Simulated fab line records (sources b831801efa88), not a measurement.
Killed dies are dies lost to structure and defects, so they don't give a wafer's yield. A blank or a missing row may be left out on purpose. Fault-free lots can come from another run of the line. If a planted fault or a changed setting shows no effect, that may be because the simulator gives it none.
The tool behind it: which one? :: flow gf180mcu :: 24 lots, 72 wafers sampled, at 6 steps of a route of 602

WHAT THE GAUGES READ, wafer by wafer
GF_V2_THK_MEAS_03. Usual: for V2_CVD_02_THK the level is 850 nm and the standard deviation is 11.
lot: L074
measured: day 19 07:38
on: film_metro-04
V2_CVD_02_THK (nm): 849 855 858
flag: 

lot: L075
measured: day 19 20:27
on: film_metro-01
V2_CVD_02_THK (nm): 842 847 852
flag: 

lot: L076
measured: day 20 09:37
on: film_metro-01
V2_CVD_02_THK (nm): 847 864 848
flag: 

lot: L077
measured: day 20 18:52
on: film_metro-04
V2_CVD_02_THK (nm): 851 844 883
flag: 

lot: L078
measured: day 21 02:21
on: film_metro-01
V2_CVD_02_THK (nm): 857 869 887
flag: 

lot: L079
measured: day 21 16:11
on: film_metro-04
V2_CVD_02_THK (nm): 834 838 847
flag: 

lot: L080
measured: day 22 13:07
on: film_metro-01
V2_CVD_02_THK (nm): 835 856 862
flag: 

lot: L081
measured: day 22 15:14
on: film_metro-01
V2_CVD_02_THK (nm): 840 861 856
flag: 

lot: L082
measured: day 22 15:28
on: film_metro-01
V2_CVD_02_THK (nm): 838 851 844
flag: 

lot: L083
measured: day 23 07:01
on: film_metro-01
V2_CVD_02_THK (nm): 827 845 837
flag: 

lot: L084
measured: day 23 16:26
on: film_metro-04
V2_CVD_02_THK (nm): 834 846 859
flag: 

lot: L085
measured: day 23 18:26
on: film_metro-01
V2_CVD_02_THK (nm): 846 853 847
flag: 

lot: L086
measured: day 24 00:10
on: film_metro-04
V2_CVD_02_THK (nm): 844 861 848
flag: 

lot: L087
measured: day 24 06:36
on: film_metro-04
V2_CVD_02_THK (nm): 843 842 842
flag: 

lot: L088
measured: day 24 17:22
on: film_metro-04
V2_CVD_02_THK (nm): 845 843 865
flag: 

lot: L089
measured: day 25 01:43
on: film_metro-04
V2_CVD_02_THK (nm): 842 846 855
flag: 

lot: L090
measured: day 25 07:58
on: film_metro-01
V2_CVD_02_THK (nm): 837 858 851
flag: 

lot: L091
measured: day 25 13:44
on: film_metro-01
V2_CVD_02_THK (nm): 825 841 836
flag: 

lot: L092
measured: day 25 22:38
on: film_metro-04
V2_CVD_02_THK (nm): 850 841 864
flag: 

lot: L093
measured: day 26 01:45
on: film_metro-03
V2_CVD_02_THK (nm): 841 845 857
flag: 

lot: L094
measured: day 26 12:12
on: film_metro-04
V2_CVD_02_THK (nm): 831 839 850
flag: 

lot: L095
measured: day 26 20:17
on: film_metro-04
V2_CVD_02_THK (nm): 854 834 859
flag: 

lot: L096
measured: day 27 02:53
on: film_metro-04
V2_CVD_02_THK (nm): 863 842 820
flag: 

lot: L097
measured: day 27 06:49
on: film_metro-04
V2_CVD_02_THK (nm): 832 845 863
flag: 

GF_V5_CD_MEAS_14 targets a cd of 260 nm. Usual: cd_nm at 260.3 nm, with a standard deviation of 1.2.
lot: L074
measured: day 27 07:34
on: cd_sem-01
cd_nm (nm): 261.2 260.0 259.4
flag: 

lot: L075
measured: day 27 17:09
on: cd_sem-01
cd_nm (nm): 261.0 258.0 260.0
flag: 

lot: L076
measured: day 28 04:22
on: cd_sem-01
cd_nm (nm): 259.0 258.8 259.9
flag: 

lot: L077
measured: day 28 13:12
on: cd_sem-01
cd_nm (nm): 260.5 259.6 259.6
flag: 

lot: L078
measured: day 28 17:30
on: cd_sem-02
cd_nm (nm): 259.6 258.9 259.1
flag: 

lot: L079
measured: day 29 04:53
on: cd_sem-01
cd_nm (nm): 260.2 261.3 261.1
flag: 

lot: L080
measured: day 29 21:29
on: cd_sem-02
cd_nm (nm): 262.4 262.3 261.3
flag: 

lot: L081
measured: day 30 00:38
on: cd_sem-02
cd_nm (nm): 261.1 259.7 261.2
flag: 

lot: L082
measured: day 30 01:01
on: cd_sem-01
cd_nm (nm): 259.0 259.7 259.3
flag: 

lot: L083
measured: day 30 14:21
on: cd_sem-01
cd_nm (nm): 262.0 262.2 260.6
flag: 

lot: L084
measured: day 30 19:48
on: cd_sem-02
cd_nm (nm): 260.2 260.8 261.0
flag: 

lot: L085
measured: day 30 22:30
on: cd_sem-01
cd_nm (nm): 261.7 261.5 261.5
flag: 

lot: L086
measured: day 31 02:12
on: cd_sem-02
cd_nm (nm): 259.3 260.5 259.7
flag: 

lot: L087
measured: day 31 06:10
on: cd_sem-02
cd_nm (nm): 259.2 259.0 260.2
flag: 

lot: L088
measured: day 31 16:26
on: cd_sem-01
cd_nm (nm): 259.1 259.5 260.0
flag: 

lot: L089
measured: day 32 00:46
on: cd_sem-02
cd_nm (nm): 261.8 261.5 262.8
flag: 

lot: L090
measured: day 32 06:14
on: cd_sem-01
cd_nm (nm): 261.2 259.3 258.8
flag: 

lot: L091
measured: day 32 09:14
on: cd_sem-02
cd_nm (nm): 260.6 261.2 260.8
flag: 

lot: L092
measured: day 32 17:25
on: cd_sem-01
cd_nm (nm): 260.0 261.2 259.9
flag: 

lot: L093
measured: day 32 21:19
on: cd_sem-01
cd_nm (nm): 258.8 258.4 257.3
flag: 

lot: L094
measured: day 33 01:36
on: cd_sem-02
cd_nm (nm): 261.4 262.3 262.4
flag: 

lot: L095
measured: day 33 09:35
on: cd_sem-01
cd_nm (nm): 259.4 260.4 259.8
flag: 

lot: L096
measured: day 33 14:50
on: cd_sem-01
cd_nm (nm): 260.2 262.1 261.4
flag: 

lot: L097
measured: day 33 17:17
on: cd_sem-01
cd_nm (nm): 259.3 258.8 260.8
flag: 

GF_TOP_METAL_RS_MEAS_05: measurement is done with a four-point probe. Usual: for TOP_METAL_ALCU_RS the level is 0.0328 ohm/sq and the standard deviation is 0.00043.
lot: L074
measured: day 27 09:20
on: film_metro-03
TOP_METAL_ALCU_RS (ohm/sq): 0.0331 0.0335 0.0329
flag: 

lot: L075
measured: day 27 18:54
on: film_metro-03
TOP_METAL_ALCU_RS (ohm/sq): 0.0327 0.0329 0.0324
flag: 

lot: L076
measured: day 28 06:08
on: film_metro-02
TOP_METAL_ALCU_RS (ohm/sq): 0.0330 0.0329 0.0331
flag: 

lot: L077
measured: day 28 15:23
on: film_metro-02
TOP_METAL_ALCU_RS (ohm/sq): 0.0325 0.0332 0.0330
flag: 

lot: L078
measured: day 28 19:40
on: film_metro-03
TOP_METAL_ALCU_RS (ohm/sq): 0.0322 0.0320 0.0325
flag: 

lot: L079
measured: day 29 06:38
on: film_metro-02
TOP_METAL_ALCU_RS (ohm/sq): 0.0332 0.0330 0.0332
flag: 

lot: L080
measured: day 29 23:16
on: film_metro-02
TOP_METAL_ALCU_RS (ohm/sq): 0.0332 0.0328 0.0330
flag: 

lot: L081
measured: day 30 02:25
on: film_metro-01
TOP_METAL_ALCU_RS (ohm/sq): 0.0327 0.0334 0.0326
flag: 

lot: L082
measured: day 30 02:47
on: film_metro-02
TOP_METAL_ALCU_RS (ohm/sq): 0.0323 0.0324 0.0326
flag: 

lot: L083
measured: day 30 16:06
on: film_metro-03
TOP_METAL_ALCU_RS (ohm/sq): 0.0326 0.0326 0.0322
flag: 

lot: L084
measured: day 30 21:37
on: film_metro-03
TOP_METAL_ALCU_RS (ohm/sq): 0.0325 0.0324 0.0327
flag: 

lot: L085
measured: day 31 00:17
on: film_metro-02
TOP_METAL_ALCU_RS (ohm/sq): 0.0323 0.0321 0.0322
flag: 

lot: L086
measured: day 31 03:57
on: film_metro-02
TOP_METAL_ALCU_RS (ohm/sq): 0.0328 0.0334 0.0331
flag: 

lot: L087
measured: day 31 07:56
on: film_metro-01
TOP_METAL_ALCU_RS (ohm/sq): 0.0328 0.0322 0.0325
flag: 

lot: L088
measured: day 31 18:12
on: film_metro-03
TOP_METAL_ALCU_RS (ohm/sq): 0.0334 0.0328 0.0330
flag: 

lot: L089
measured: day 32 03:10
on: film_metro-03
TOP_METAL_ALCU_RS (ohm/sq): 0.0322 0.0327 0.0332
flag: 

lot: L090
measured: day 32 08:10
on: film_metro-03
TOP_METAL_ALCU_RS (ohm/sq): 0.0333 0.0332 0.0333
flag: 

lot: L091
measured: day 32 11:44
on: film_metro-02
TOP_METAL_ALCU_RS (ohm/sq): 0.0325 0.0327 0.0323
flag: 

lot: L092
measured: day 32 19:17
on: film_metro-03
TOP_METAL_ALCU_RS (ohm/sq): 0.0323 0.0323 0.0324
flag: 

lot: L093
measured: day 32 23:25
on: film_metro-02
TOP_METAL_ALCU_RS (ohm/sq): 0.0330 0.0328 0.0328
flag: 

lot: L094
measured: day 33 03:23
on: film_metro-02
TOP_METAL_ALCU_RS (ohm/sq): 0.0320 0.0327 0.0322
flag: 

lot: L095
measured: day 33 11:23
on: film_metro-03
TOP_METAL_ALCU_RS (ohm/sq): 0.0326 0.0327 0.0333
flag: 

lot: L096
measured: day 33 16:38
on: film_metro-02
TOP_METAL_ALCU_RS (ohm/sq): 0.0330 0.0330 0.0329
flag: 

lot: L097
measured: day 33 19:05
on: film_metro-02
TOP_METAL_ALCU_RS (ohm/sq): 0.0336 0.0334 0.0336
flag: 

WHAT TOOL EACH LOT RAN ON (gives the tool, then ch and the chambers of the sampled wafers, and finally the start)
lot: L074
GF_MIM_SPUTTER_02: pvd_sputter-03, day 24 14:43
GF_V5_ETCH_16: rie_diel-03 ch 2,3, day 27 07:41
GF_TOP_METAL_SPUTTER_02: pvd_sputter-04, day 27 09:12

lot: L075
GF_MIM_SPUTTER_02: pvd_sputter-01, day 25 00:11
GF_V5_ETCH_16: rie_diel-01 ch 0,1,2, day 27 17:17
GF_TOP_METAL_SPUTTER_02: pvd_sputter-03, day 27 18:47

lot: L076
GF_MIM_SPUTTER_02: pvd_sputter-03, day 25 11:58
GF_V5_ETCH_16: rie_diel-01 ch 0,2, day 28 04:29
GF_TOP_METAL_SPUTTER_02: pvd_sputter-02, day 28 06:00

lot: L077
GF_MIM_SPUTTER_02: pvd_sputter-04, day 25 22:10
GF_V5_ETCH_16: rie_diel-01 ch 0,1,2, day 28 13:20
GF_TOP_METAL_SPUTTER_02: pvd_sputter-03, day 28 15:14

lot: L078
GF_MIM_SPUTTER_02: pvd_sputter-04, day 26 02:41
GF_V5_ETCH_16: rie_diel-03 ch 0,2,3, day 28 17:38
GF_TOP_METAL_SPUTTER_02: pvd_sputter-03, day 28 19:33

lot: L079
GF_MIM_SPUTTER_02: pvd_sputter-03, day 26 15:19
GF_V5_ETCH_16: rie_diel-03 ch 0,2,3, day 29 05:02
GF_TOP_METAL_SPUTTER_02: pvd_sputter-03, day 29 06:32

lot: L080
GF_MIM_SPUTTER_02: pvd_sputter-01, day 27 10:43
GF_V5_ETCH_16: rie_diel-01 ch 0,2,3, day 29 21:38
GF_TOP_METAL_SPUTTER_02: pvd_sputter-04, day 29 23:10

lot: L081
GF_MIM_SPUTTER_02: pvd_sputter-01, day 27 11:44
GF_V5_ETCH_16: rie_diel-02 ch 0,1,3, day 30 00:47
GF_TOP_METAL_SPUTTER_02: pvd_sputter-04, day 30 02:19

lot: L082
GF_MIM_SPUTTER_02: pvd_sputter-03, day 27 12:58
GF_V5_ETCH_16: rie_diel-01 ch 1,2,3, day 30 01:08
GF_TOP_METAL_SPUTTER_02: pvd_sputter-03, day 30 02:39

lot: L083
GF_MIM_SPUTTER_02: pvd_sputter-03, day 28 02:45
GF_V5_ETCH_16: rie_diel-02 ch 0,2,3, day 30 14:29
GF_TOP_METAL_SPUTTER_02: pvd_sputter-03, day 30 15:59

lot: L084
GF_MIM_SPUTTER_02: pvd_sputter-01, day 28 08:58
GF_V5_ETCH_16: rie_diel-03 ch 2,3, day 30 19:56
GF_TOP_METAL_SPUTTER_02: pvd_sputter-04, day 30 21:29

lot: L085
GF_MIM_SPUTTER_02: pvd_sputter-03, day 28 12:17
GF_V5_ETCH_16: rie_diel-03 ch 0,1,3, day 30 22:36
GF_TOP_METAL_SPUTTER_02: pvd_sputter-04, day 31 00:08

lot: L086
GF_MIM_SPUTTER_02: pvd_sputter-04, day 28 17:14
GF_V5_ETCH_16: rie_diel-03 ch 0,2,3, day 31 02:20
GF_TOP_METAL_SPUTTER_02: pvd_sputter-04, day 31 03:50

lot: L087
GF_MIM_SPUTTER_02: pvd_sputter-03, day 28 21:16
GF_V5_ETCH_16: rie_diel-02 ch 0,2,3, day 31 06:19
GF_TOP_METAL_SPUTTER_02: pvd_sputter-03, day 31 07:50

lot: L088
GF_MIM_SPUTTER_02: pvd_sputter-01, day 29 07:37
GF_V5_ETCH_16: rie_diel-01 ch 0,1, day 31 16:36
GF_TOP_METAL_SPUTTER_02: pvd_sputter-04, day 31 18:07

lot: L089
GF_MIM_SPUTTER_02: pvd_sputter-03, day 29 15:21
GF_V5_ETCH_16: rie_diel-01 ch 0,3, day 32 00:54
GF_TOP_METAL_SPUTTER_02: pvd_sputter-03, day 32 03:01

lot: L090
GF_MIM_SPUTTER_02: pvd_sputter-01, day 29 21:23
GF_V5_ETCH_16: rie_diel-02 ch 0,1,3, day 32 06:23
GF_TOP_METAL_SPUTTER_02: pvd_sputter-02, day 32 08:04

lot: L091
GF_MIM_SPUTTER_02: pvd_sputter-03, day 30 02:06
GF_V5_ETCH_16: rie_diel-02 ch 0,2,3, day 32 09:23
GF_TOP_METAL_SPUTTER_02: pvd_sputter-02, day 32 11:39

lot: L092
GF_MIM_SPUTTER_02: pvd_sputter-04, day 30 09:42
GF_V5_ETCH_16: rie_diel-02 ch 0,1,3, day 32 17:33
GF_TOP_METAL_SPUTTER_02: pvd_sputter-03, day 32 19:11

lot: L093
GF_MIM_SPUTTER_02: pvd_sputter-01, day 30 15:05
GF_V5_ETCH_16: rie_diel-03 ch 2,3, day 32 21:27
GF_TOP_METAL_SPUTTER_02: pvd_sputter-03, day 32 23:18

lot: L094
GF_MIM_SPUTTER_02: pvd_sputter-03, day 30 21:09
GF_V5_ETCH_16: rie_diel-01 ch 1,2,3, day 33 01:44
GF_TOP_METAL_SPUTTER_02: pvd_sputter-04, day 33 03:16

lot: L095
GF_MIM_SPUTTER_02: pvd_sputter-04, day 31 05:28
GF_V5_ETCH_16: rie_diel-03 ch 0,2,3, day 33 09:44
GF_TOP_METAL_SPUTTER_02: pvd_sputter-04, day 33 11:17

lot: L096
GF_MIM_SPUTTER_02: pvd_sputter-01, day 31 10:36
GF_V5_ETCH_16: rie_diel-01 ch 0,1,2, day 33 14:59
GF_TOP_METAL_SPUTTER_02: pvd_sputter-04, day 33 16:32

lot: L097
GF_MIM_SPUTTER_02: pvd_sputter-03, day 31 13:23
GF_V5_ETCH_16: rie_diel-03 ch 1,2, day 33 17:26
GF_TOP_METAL_SPUTTER_02: pvd_sputter-02, day 33 18:59
- GF_MIM_SPUTTER_02: material AlCu, target thk 450 nm, time 23.9 s.
- GF_V5_ETCH_16: etches BARC in N2/H2.
- GF_TOP_METAL_SPUTTER_02: material AlCu, target thk 900 nm, time 47.82 s.

WHAT THE TOOLS THEMSELVES READ (means of the sampled wafers that have a number; where no wafer has one, the mark that the record gives instead)
GF_MIM_SPUTTER_02. Usual: throttle_valve_pct at 30.4 %, with a standard deviation of 0.96.
lot: L074
tool: pvd_sputter-03
throttle_valve_pct (%): 30.3
flag: 

lot: L075
tool: pvd_sputter-01
throttle_valve_pct (%): 31.3
flag: 

lot: L076
tool: pvd_sputter-03
throttle_valve_pct (%): 30.3
flag: 

lot: L077
tool: pvd_sputter-04
throttle_valve_pct (%): 30.2
flag: 

lot: L078
tool: pvd_sputter-04
throttle_valve_pct (%): 30.0
flag: 

lot: L079
tool: pvd_sputter-03
throttle_valve_pct (%): 30.6
flag: 

lot: L080
tool: pvd_sputter-01
throttle_valve_pct (%): 31.6
flag: 

lot: L081
tool: pvd_sputter-01
throttle_valve_pct (%): 31.3
flag: 

lot: L082
tool: pvd_sputter-03
throttle_valve_pct (%): 30.6
flag: 

lot: L083
tool: pvd_sputter-03
throttle_valve_pct (%): 30.4
flag: 

lot: L084
tool: pvd_sputter-01
throttle_valve_pct (%): 30.2
flag: 

lot: L085
tool: pvd_sputter-03
throttle_valve_pct (%): 30.2
flag: 

lot: L086
tool: pvd_sputter-04
throttle_valve_pct (%): 30.1
flag: 

lot: L087
tool: pvd_sputter-03
throttle_valve_pct (%): 30.1
flag: 

lot: L088
tool: pvd_sputter-01
throttle_valve_pct (%): 30.3
flag: 

lot: L089
tool: pvd_sputter-03
throttle_valve_pct (%): 29.8
flag: 

lot: L090
tool: pvd_sputter-01
throttle_valve_pct (%): 31.4
flag: 

lot: L091
tool: pvd_sputter-03
throttle_valve_pct (%): 29.8
flag: 

lot: L092
tool: pvd_sputter-04
throttle_valve_pct (%): 30.1
flag: 

lot: L093
tool: pvd_sputter-01
throttle_valve_pct (%): 30.1
flag: 

lot: L094
tool: pvd_sputter-03
throttle_valve_pct (%): 30.0
flag: 

lot: L095
tool: pvd_sputter-04
throttle_valve_pct (%): 30.0
flag: 

lot: L096
tool: pvd_sputter-01
throttle_valve_pct (%): 31.3
flag: 

lot: L097
tool: pvd_sputter-03
throttle_valve_pct (%): 29.8
flag: 

GF_V5_ETCH_16. Usual: bias_w 100.00 W, standard deviation 0.29; drypump_motor_current_A 5.7 A, standard deviation 0.35; oes_product_au 0.855 a.u., standard deviation 0.0048; rf_fwd_power_W 494.8 W, standard deviation 2.4; throttle_valve_pct 13.225 %, standard deviation 0.009.
lot: L074
tool: rie_diel-03
bias_w (W): 100.05
drypump_motor_current_A (A): 6.0
oes_product_au (a.u.): 0.855
rf_fwd_power_W (W): 494.9
throttle_valve_pct (%): 13.230
flag: 

lot: L075
tool: rie_diel-01
bias_w (W): 99.80
drypump_motor_current_A (A): 5.5
oes_product_au (a.u.): 0.860
rf_fwd_power_W (W): 493.9
throttle_valve_pct (%): 13.220
flag: 

lot: L076
tool: rie_diel-01
bias_w (W): 99.90
drypump_motor_current_A (A): 5.4
oes_product_au (a.u.): 0.854
rf_fwd_power_W (W): 492.8
throttle_valve_pct (%): 13.219
flag: 

lot: L077
tool: rie_diel-01
bias_w (W): 100.03
drypump_motor_current_A (A): 5.5
oes_product_au (a.u.): 0.854
rf_fwd_power_W (W): 493.2
throttle_valve_pct (%): 13.233
flag: 

lot: L078
tool: rie_diel-03
bias_w (W): 100.07
drypump_motor_current_A (A): 5.9
oes_product_au (a.u.): 0.859
rf_fwd_power_W (W): 495.6
throttle_valve_pct (%): 13.219
flag: 

lot: L079
tool: rie_diel-03
bias_w (W): 100.15
drypump_motor_current_A (A): 5.8
oes_product_au (a.u.): 0.859
rf_fwd_power_W (W): 495.3
throttle_valve_pct (%): 13.236
flag: 

lot: L080
tool: rie_diel-01
bias_w (W): 99.92
drypump_motor_current_A (A): 5.6
oes_product_au (a.u.): 0.856
rf_fwd_power_W (W): 495.4
throttle_valve_pct (%): 13.221
flag: 

lot: L081
tool: rie_diel-02
bias_w (W): 99.93
drypump_motor_current_A (A): 5.7
oes_product_au (a.u.): 0.853
rf_fwd_power_W (W): 497.5
throttle_valve_pct (%): 13.238
flag: 

lot: L082
tool: rie_diel-01
bias_w (W): 100.21
drypump_motor_current_A (A): 5.7
oes_product_au (a.u.): 0.858
rf_fwd_power_W (W): 495.2
throttle_valve_pct (%): 13.219
flag: 

lot: L083
tool: rie_diel-02
bias_w (W): 99.92
drypump_motor_current_A (A): 5.4
oes_product_au (a.u.): 0.854
rf_fwd_power_W (W): 495.1
throttle_valve_pct (%): 13.222
flag: 

lot: L084
tool: rie_diel-03
bias_w (W): 99.96
drypump_motor_current_A (A): 6.2
oes_product_au (a.u.): 0.851
rf_fwd_power_W (W): 495.5
throttle_valve_pct (%): 13.234
flag: 

lot: L085
tool: rie_diel-03
bias_w (W): 99.92
drypump_motor_current_A (A): 5.8
oes_product_au (a.u.): 0.852
rf_fwd_power_W (W): 493.7
throttle_valve_pct (%): 13.220
flag: 

lot: L086
tool: rie_diel-03
bias_w (W): 99.59
drypump_motor_current_A (A): 5.9
oes_product_au (a.u.): 0.856
rf_fwd_power_W (W): 496.3
throttle_valve_pct (%): 13.237
flag: 

lot: L087
tool: rie_diel-02
bias_w (W): 99.84
drypump_motor_current_A (A): 5.4
oes_product_au (a.u.): 0.854
rf_fwd_power_W (W): 494.7
throttle_valve_pct (%): 13.226
flag: 

lot: L088
tool: rie_diel-01
bias_w (W): 100.10
drypump_motor_current_A (A): 5.4
oes_product_au (a.u.): 0.851
rf_fwd_power_W (W): 492.8
throttle_valve_pct (%): 13.220
flag: 

lot: L089
tool: rie_diel-01
bias_w (W): 100.31
drypump_motor_current_A (A): 5.6
oes_product_au (a.u.): 0.851
rf_fwd_power_W (W): 495.2
throttle_valve_pct (%): 13.231
flag: 

lot: L090
tool: rie_diel-02
bias_w (W): 99.88
drypump_motor_current_A (A): 5.8
oes_product_au (a.u.): 0.846
rf_fwd_power_W (W): 496.6
throttle_valve_pct (%): 13.220
flag: 

lot: L091
tool: rie_diel-02
bias_w (W): 100.03
drypump_motor_current_A (A): 5.5
oes_product_au (a.u.): 0.855
rf_fwd_power_W (W): 496.1
throttle_valve_pct (%): 13.228
flag: 

lot: L092
tool: rie_diel-02
bias_w (W): 99.97
drypump_motor_current_A (A): 5.7
oes_product_au (a.u.): 0.856
rf_fwd_power_W (W): 496.3
throttle_valve_pct (%): 13.225
flag: 

lot: L093
tool: rie_diel-03
bias_w (W): 100.20
drypump_motor_current_A (A): 6.2
oes_product_au (a.u.): 0.857
rf_fwd_power_W (W): 495.9
throttle_valve_pct (%): 13.229
flag: 

lot: L094
tool: rie_diel-01
bias_w (W): 100.10
drypump_motor_current_A (A): 5.7
oes_product_au (a.u.): 0.854
rf_fwd_power_W (W): 495.0
throttle_valve_pct (%): 13.224
flag: 

lot: L095
tool: rie_diel-03
bias_w (W): 99.97
drypump_motor_current_A (A): 5.9
oes_product_au (a.u.): 0.857
rf_fwd_power_W (W): 495.5
throttle_valve_pct (%): 13.220
flag: 

lot: L096
tool: rie_diel-01
bias_w (W): 100.11
drypump_motor_current_A (A): 5.5
oes_product_au (a.u.): 0.854
rf_fwd_power_W (W): 492.7
throttle_valve_pct (%): 13.231
flag: 

lot: L097
tool: rie_diel-03
bias_w (W): 99.92
drypump_motor_current_A (A): 5.7
oes_product_au (a.u.): 0.853
rf_fwd_power_W (W): 491.0
throttle_valve_pct (%): 13.223
flag: 

GF_TOP_METAL_SPUTTER_02. Usual: throttle_valve_pct at 30.0 %, with a standard deviation of 0.73.
lot: L074
tool: pvd_sputter-04
throttle_valve_pct (%): 30.1
flag: 

lot: L075
tool: pvd_sputter-03
throttle_valve_pct (%): 30.5
flag: 

lot: L076
tool: pvd_sputter-02
throttle_valve_pct (%): 29.7
flag: 

lot: L077
tool: pvd_sputter-03
throttle_valve_pct (%): 30.5
flag: 

lot: L078
tool: pvd_sputter-03
throttle_valve_pct (%): 30.1
flag: 

lot: L079
tool: pvd_sputter-03
throttle_valve_pct (%): 30.6
flag: 

lot: L080
tool: pvd_sputter-04
throttle_valve_pct (%): 29.9
flag: 

lot: L081
tool: pvd_sputter-04
throttle_valve_pct (%): 30.1
flag: 

lot: L082
tool: pvd_sputter-03
throttle_valve_pct (%): 29.6
flag: 

lot: L083
tool: pvd_sputter-03
throttle_valve_pct (%): 29.9
flag: 

lot: L084
tool: pvd_sputter-04
throttle_valve_pct (%): 29.9
flag: 

lot: L085
tool: pvd_sputter-04
throttle_valve_pct (%): 29.8
flag: 

lot: L086
tool: pvd_sputter-04
throttle_valve_pct (%): 30.1
flag: 

lot: L087
tool: pvd_sputter-03
throttle_valve_pct (%): 30.1
flag: 

lot: L088
tool: pvd_sputter-04
throttle_valve_pct (%): 29.9
flag: 

lot: L089
tool: pvd_sputter-03
throttle_valve_pct (%): 30.3
flag: 

lot: L090
tool: pvd_sputter-02
throttle_valve_pct (%): 30.0
flag: 

lot: L091
tool: pvd_sputter-02
throttle_valve_pct (%): 29.6
flag: 

lot: L092
tool: pvd_sputter-03
throttle_valve_pct (%): 30.2
flag: 

lot: L093
tool: pvd_sputter-03
throttle_valve_pct (%): 31.0
flag: 

lot: L094
tool: pvd_sputter-04
throttle_valve_pct (%): 30.0
flag: 

lot: L095
tool: pvd_sputter-04
throttle_valve_pct (%): 30.1
flag: 

lot: L096
tool: pvd_sputter-04
throttle_valve_pct (%): 29.9
flag: 

lot: L097
tool: pvd_sputter-02
throttle_valve_pct (%): 29.6
flag: 

THE ANSWER, worked out from the rows above alone
Rule: a lot counts as off when the mean over its wafers that have a number is more than 3 standard deviations away from the usual mean. Also off: a lot with no number at a reading for which 4 or more lots have one. All remaining lots with rows at the step are treated as sound. The gauges are gone through in route order, then the tools' own readings, and for those a lot's mean is taken as printed above. The first step at which some lot is off is used, and at that step the reading that is off furthest; a lot without a number counts as furthest.
None of the lots is off at any reading shown; this tells nothing.

WHAT HAD BEEN PUT IN BY THE SIMULATOR
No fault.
